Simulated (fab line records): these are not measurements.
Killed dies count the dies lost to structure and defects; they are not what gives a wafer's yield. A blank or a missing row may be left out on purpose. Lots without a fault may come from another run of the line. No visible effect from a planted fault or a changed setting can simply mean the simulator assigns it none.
Which tool did it? | flow gf180mcu | 13 lots with 39 wafers sampled at 4 steps, on a route of 602 steps

## WHAT THE GAUGES READ, wafer by wafer
GF_VT_IMPLANT_OVL_MEAS_40.
lot  | measured     | on         | VT_IMPLANT_03_OVL (nm)
L833 | day 7 21:04  | overlay-01 | -3.3 -1.5 -5.4
L834 | day 8 04:22  | overlay-01 | 1.0 -0.5 0.0
L835 | day 8 11:49  | overlay-01 | 0.8 0.1 2.4
L841 | day 10 04:34 | overlay-02 | -2.8 -2.0 -0.7
L845 | day 11 07:29 | overlay-02 | -1.6 -0.6 -1.9
L846 | day 11 11:49 | overlay-02 | -1.0 -2.1 -1.6
L848 | day 12 05:51 | overlay-02 | 1.7 1.7 0.6
L849 | day 12 08:49 | overlay-02 | -0.8 -2.0 -0.8
L851 | day 13 05:06 | overlay-02 | -2.2 -1.6 0.9
L852 | day 13 06:26 | overlay-02 | 0.1 -0.4 -1.6
L853 | day 13 13:06 | overlay-01 | -1.5 0.6 -0.9
L854 | day 13 19:51 | overlay-02 | 1.8 0.2 -1.2
L855 | day 14 06:20 | overlay-01 | 1.2 0.2 -1.4

GF_POLY_GATE_THK_MEAS_01.
lot  | measured     | on            | POLY_GATE_CVD_00_THK (nm)
L833 | day 8 20:58  | film-metro-02 | 200.5 201.2 201.1
L834 | day 9 03:07  | film-metro-03 | 199.1 197.7 198.4
L835 | day 9 14:51  | film-metro-02 | 401.9 401.4 402.6
L841 | day 11 07:46 | film-metro-01 | 400.3 401.3 402.8
L845 | day 12 08:45 | film-metro-02 | 201.6 202.1 200.5
L846 | day 12 15:52 | film-metro-01 | 200.6 196.1 199.2
L848 | day 13 09:47 | film-metro-02 | 200.0 199.3 200.6
L849 | day 13 14:33 | film-metro-02 | 201.1 202.9 200.6
L851 | day 14 09:43 | film-metro-03 | 199.7 199.9 201.3
L852 | day 14 09:43 | film-metro-01 | 199.8 198.8 198.9
L853 | day 14 15:05 | film-metro-03 | 199.9 199.4 199.2
L854 | day 14 22:27 | film-metro-03 | 197.8 199.0 197.3
L855 | day 15 12:57 | film-metro-03 | 201.5 200.6 201.0

GF_HV_LDD_THK_MEAS_55.
lot  | measured     | on            | HV_LDD_CVD_54_THK (nm)
L833 | day 12 20:00 | film-metro-01 | 10.04 10.07 10.10
L834 | day 13 08:28 | film-metro-02 | 10.08 10.00 10.08
L845 | day 16 22:44 | film-metro-02 | 9.89 9.76 9.91
L846 | day 17 08:05 | film-metro-01 | 9.68 9.74 9.78
L848 | day 18 05:17 | film-metro-01 | 10.30 10.13 10.38
L849 | day 18 09:17 | film-metro-02 | 10.00 10.05 10.02
L851 | day 19 08:47 | film-metro-04 | 10.19 10.10 10.12
L852 | day 19 06:16 | film-metro-04 | 10.00 9.89 10.15
L853 | day 19 12:24 | film-metro-02 | 10.09 10.17 10.15
L854 | day 19 21:50 | film-metro-01 | 9.78 9.92 9.87
L855 | day 20 14:11 | film-metro-04 | 10.05 10.06 10.09

## TOOL THAT RAN EACH LOT (tool first, then ch and the chambers of the sampled wafers, then the start)
lot  | GF_POLY_GATE_CVD_00
L833 | lpcvd-02 ch 1, day 8 19:37
L834 | lpcvd-02 ch 0, day 9 01:46
L835 | lpcvd-02 ch 0, day 9 09:50 and lpcvd-01 ch 0, day 9 12:50
L841 | lpcvd-02 ch 0, day 11 04:18 and lpcvd-01 ch 0, day 11 06:19
L845 | lpcvd-02 ch 1, day 12 07:25
L846 | lpcvd-02 ch 1, day 12 14:31
L848 | lpcvd-01 ch 0, day 13 08:28
L849 | lpcvd-01 ch 1, day 13 13:12
L851 | lpcvd-01 ch 1, day 14 08:23
L852 | lpcvd-01 ch 1, day 14 08:23
L853 | lpcvd-02 ch 1, day 14 13:45
L854 | lpcvd-02 ch 0, day 14 21:07
L855 | lpcvd-02 ch 0, day 15 11:36
- GF_POLY_GATE_CVD_00: deposits poly-Si, target thk 200 nm, time 1200 s.

## WHAT THE TOOLS THEMSELVES READ (means of the sampled wafers that have a number; where no wafer has one, the mark that the record gives instead)
GF_POLY_GATE_CVD_00.
lot  | tool              | spike-tc-bottom-C (C) | zone-power-lower-pct (%)
L833 | lpcvd-02          | 639.3                 | 10.1
L834 | lpcvd-02          | 642.3                 | 9.1
L835 | lpcvd-02/lpcvd-01 | 642.1                 | 9.4
L841 | lpcvd-02/lpcvd-01 | 642.4                 | 9.2
L845 | lpcvd-02          | 639.8                 | 10.2
L846 | lpcvd-02          | 640.1                 | 10.1
L848 | lpcvd-01          | 641.4                 | 9.4
L849 | lpcvd-01          | 642.3                 | 9.5
L851 | lpcvd-01          | 642.0                 | 9.3
L852 | lpcvd-01          | 642.2                 | 9.3
L853 | lpcvd-02          | 640.7                 | 10.1
L854 | lpcvd-02          | 642.2                 | 9.3
L855 | lpcvd-02          | 643.0                 | 9.1

## THE ANSWER, worked out from the rows above alone
Rule: the usual values come from the lots themselves. The widest of any qualifying gaps counts: lots, ordered by their means at a reading, are off when they make up no more than a third of the lots, leave a main group of 4 or more, and stand apart from it by 3 or more times the standard deviation of that group's means. A main group is skipped when, at the precision printed for the reading in the tables above, its means are all equal. A lot without any number at a reading at which 4 lots or more have one is off too. Where the step has rows for the other lots, those lots are counted as sound. After the gauges, taken in route order, come the tools' own readings; for these a lot's mean is taken, as printed above. The first step at which some lot is off is used, and at that step the reading that is off furthest; a lot without a number counts as furthest.
Off: L835, L841, at GF_POLY_GATE_THK_MEAS_01 (POLY_GATE_CVD_00_THK). The main group: mean 199.9 nm, standard deviation 1.2.
A tool fits if, at a process step before that reading, it ran every lot that is off, and no sound lot after the first of them. The gauges at GF_POLY_GATE_THK_MEAS_01 are tried like those tools. Of those tried, none fits.

## WHAT HAD BEEN PUT IN BY THE SIMULATOR
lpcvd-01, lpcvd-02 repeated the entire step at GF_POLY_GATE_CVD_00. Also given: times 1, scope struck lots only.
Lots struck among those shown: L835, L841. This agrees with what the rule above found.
